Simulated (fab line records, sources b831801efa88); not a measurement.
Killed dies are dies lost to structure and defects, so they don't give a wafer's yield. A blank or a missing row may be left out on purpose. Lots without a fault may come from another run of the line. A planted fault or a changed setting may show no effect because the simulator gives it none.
Which tool did it? | flow gf180mcu | 6 lots, 18 wafers sampled, at 2 steps of a route of 602

WHAT THE GAUGES READ, wafer by wafer
GF_VT_IMPLANT_RS_MEAS_46: measures by four-point-probe.
lot  | measured     | on            | MVSD_RS (ohm/sq)
L614 | day 7 18:27  | film_metro-04 | 455.1 454.8 455.6
L616 | day 8 09:31  | film_metro-04 | 454.9 455.6 455.2
L619 | day 9 05:25  | film_metro-01 | 457.0 457.8 456.2
L624 | day 10 18:14 | film_metro-03 | 489.0 490.3 492.5
L629 | day 11 23:05 | film_metro-01 | 456.6 456.9 456.1
L635 | day 13 12:40 | film_metro-01 | 454.8 455.5 454.7

WHICH TOOL RAN EACH LOT (tool, then ch and the chambers of the sampled wafers, then the start)
lot  | GF_MVSD_IMPLANT_09
L614 | implanter-02 ch 0, day 4 15:47
L616 | implanter-04 ch 0, day 5 02:52
L619 | implanter-04 ch 0, day 5 20:49
L624 | implanter-03 ch 0, day 7 05:22
L629 | implanter-02 ch 0, day 8 07:41
L635 | implanter-02 ch 0, day 9 18:16
- GF_MVSD_IMPLANT_09

THE ANSWER, worked out from the rows above alone
Rule: what is usual is taken from the lots themselves. Put in order of their means at a reading, lots are off if they are a third of the lots or fewer, leave a main group of 4 or more, and stand apart from it by a gap of 3 or more times the standard deviation of the main group's means; of several such gaps the widest counts. A main group whose means are all the same, to the digits that the tables above print for the reading, isn't used. A lot without any number at a reading at which 4 lots or more have one is off too. The other lots that the step has rows for count as sound.
Off: L624, at GF_VT_IMPLANT_RS_MEAS_46 (MVSD_RS). The main group: mean 455.8 ohm/sq, standard deviation 0.82.
A tool fits if, at a process step before that reading, it ran every lot that is off, and no sound lot after the first of them. The gauges at GF_VT_IMPLANT_RS_MEAS_46 are tried like those tools. Can't be told from this: 2 tools fit, implanter-03 at GF_MVSD_IMPLANT_09, film_metro-03 at GF_VT_IMPLANT_RS_MEAS_46.

WHAT THE SIMULATOR HAD PUT IN
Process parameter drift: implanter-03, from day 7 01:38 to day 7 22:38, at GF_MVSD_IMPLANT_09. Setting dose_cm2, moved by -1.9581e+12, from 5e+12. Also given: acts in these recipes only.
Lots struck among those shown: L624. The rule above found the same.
